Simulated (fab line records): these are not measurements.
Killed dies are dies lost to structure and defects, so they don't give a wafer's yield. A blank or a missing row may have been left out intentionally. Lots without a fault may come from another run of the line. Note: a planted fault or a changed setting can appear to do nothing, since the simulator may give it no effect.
Check for tools in common ; flow gf180mcu ; Sample size 11 lots and 33 wafers

== WHY THIS WAS OPENED ==
At GF_PSD_TW_MEAS_11 the reading PSD_TW is flagged on 2 of 11 lots. Fault-free wafers read 3177, with a standard deviation of 22.
Rule: flag the lot when none of its wafers has a number, or when each of its wafers that has one lies beyond 4 standard deviations from that mean. All remaining lots are regarded as sound.

lot;measured;on;PSD_TW, wafer by wafer;flag
L296;day 14 01:59;film metro-02;3168 3180 3168;
L297;day 14 11:43;film metro-03;3198 3205 3197;
L298;day 15 01:41;film metro-02;3208 3207 3196;
L300;day 15 10:58;film metro-02;3198 3185 3194;
L301;day 16 01:56;film metro-02;3183 3197 3168;
L302;day 16 08:38;film metro-02;3178 3180 3186;
L303;day 17 00:52;film metro-03;3182 3171 3170;
L305;day 17 21:47;film metro-02;3191 3179 3178;
L306;day 18 16:18;film metro-02;3169 3184 3169;
L310;day 20 08:11;film metro-01;3365 3375 3354;FLAGGED
L313;day 20 23:32;film metro-02;3299 3315 3305;FLAGGED
On average the flagged lots' numbers are 3336, which is +158 against the usual, or +7 standard deviations.

== EACH LOT AND THE TOOL IT RAN ON ==
3 process steps preceding the reading are held in the record, out of 602 steps in the route. Read each cell as the tool, then ch plus the chambers that the sampled wafers visited, then the start.
lot;flag;GF_HV_LDD_STRIP_37;GF_PSD_IMPLANT_09;GF_PSD_STRIP_10
L296;;plasma asher-02 ch 0,1, day 11 11:40;implanter-04 ch 0, day 14 01:44;plasma asher-03 ch 0,1, day 14 01:52
L297;;plasma asher-02 ch 0,1, day 11 20:07;implanter-04 ch 0, day 14 11:28;plasma asher-03 ch 0,1, day 14 11:37
L298;;plasma asher-01 ch 0,1, day 12 09:49;implanter-04 ch 0, day 15 01:27;plasma asher-03 ch 0,1, day 15 01:35
L300;;plasma asher-04 ch 0,1, day 12 17:34;implanter-04 ch 0, day 15 10:43;plasma asher-01 ch 0,1, day 15 10:52
L301;;plasma asher-04 ch 1, day 13 08:37;implanter-01 ch 0, day 16 01:42;plasma asher-01 ch 0,1, day 16 01:50
L302;;plasma asher-01 ch 0,1, day 13 14:10;implanter-03 ch 0, day 16 08:23;plasma asher-02 ch 0,1, day 16 08:31
L303;;plasma asher-04 ch 0, day 14 04:43;implanter-03 ch 0, day 17 00:37;plasma asher-01 ch 0,1, day 17 00:46
L305;;plasma asher-02 ch 0,1, day 14 23:42;implanter-04 ch 0, day 17 21:34;plasma asher-03 ch 0,1, day 17 21:42
L306;;plasma asher-02 ch 0,1, day 15 17:36;implanter-03 ch 0, day 18 16:05;plasma asher-01 ch 0,1, day 18 16:12
L310;FLAGGED;plasma asher-01 ch 0,1, day 17 04:31;implanter-03 ch 0, day 20 07:57;plasma asher-02 ch 0,1, day 20 08:04
L313;FLAGGED;plasma asher-01 ch 0,1, day 17 21:25;implanter-03 ch 0, day 20 23:18;plasma asher-02 ch 0,1, day 20 23:25
What is done by these steps:
- GF_HV_LDD_STRIP_37: strips in O2/N2.
- GF_PSD_IMPLANT_09
- GF_PSD_STRIP_10: strips in O2/N2.
- GF_PSD_TW_MEAS_11

== FLAGGED AGAINST TOTAL, ONE TOOL AT A TIME (gauges that did the reading follow at the end) ==
step;tool;lots run;flagged;share of the flagged lots;sound lots run after its first flagged lot
GF_HV_LDD_STRIP_37;plasma asher-01;4;2;all;0
GF_HV_LDD_STRIP_37;plasma asher-02;4;0;none;-
GF_HV_LDD_STRIP_37;plasma asher-04;3;0;none;-
GF_PSD_IMPLANT_09;implanter-01;1;0;none;-
GF_PSD_IMPLANT_09;implanter-03;5;2;all;0
GF_PSD_IMPLANT_09;implanter-04;5;0;none;-
GF_PSD_STRIP_10;plasma asher-01;4;0;none;-
GF_PSD_STRIP_10;plasma asher-02;3;2;all;0
GF_PSD_STRIP_10;plasma asher-03;4;0;none;-
GF_PSD_TW_MEAS_11;film metro-01;1;1;some;0
GF_PSD_TW_MEAS_11;film metro-02;8;1;some;0
GF_PSD_TW_MEAS_11;film metro-03;2;0;none;-

== WHAT IS ALLOWED BY THE TABLE ==
Rows of the table that ran every flagged lot, 3 in all: plasma asher-01 at GF_HV_LDD_STRIP_37, implanter-03 at GF_PSD_IMPLANT_09, plasma asher-02 at GF_PSD_STRIP_10.
- plasma asher-01 at GF_HV_LDD_STRIP_37 ran 4 lots, 2 of them flagged. Its last sound lot is L302 (day 13 14:10), its first flagged lot L310 (day 17 04:31): a fault that began between those two fits.
- implanter-03 at GF_PSD_IMPLANT_09 ran 5 lots, 2 of them flagged. Its last sound lot is L306 (day 18 16:05), its first flagged lot L310 (day 20 07:57): a fault that began between those two fits. Its own readings lie more than 4 standard deviations out on every wafer of the flagged lots: dose ions cm2, faraday current uA.
- plasma asher-02 at GF_PSD_STRIP_10 ran 3 lots, 2 of them flagged. Its last sound lot is L302 (day 16 08:31), its first flagged lot L310 (day 20 08:04): a fault that began between those two fits. Its own readings lie more than 4 standard deviations out on every wafer of the flagged lots: strip time to endpoint s.
Counting lots can't tell these 3 tools apart, because each fits a fault that began at some hour. More lots, or a look at what each step does to the wafer, might.

== WHAT WAS PUT IN BY THE SIMULATOR ==
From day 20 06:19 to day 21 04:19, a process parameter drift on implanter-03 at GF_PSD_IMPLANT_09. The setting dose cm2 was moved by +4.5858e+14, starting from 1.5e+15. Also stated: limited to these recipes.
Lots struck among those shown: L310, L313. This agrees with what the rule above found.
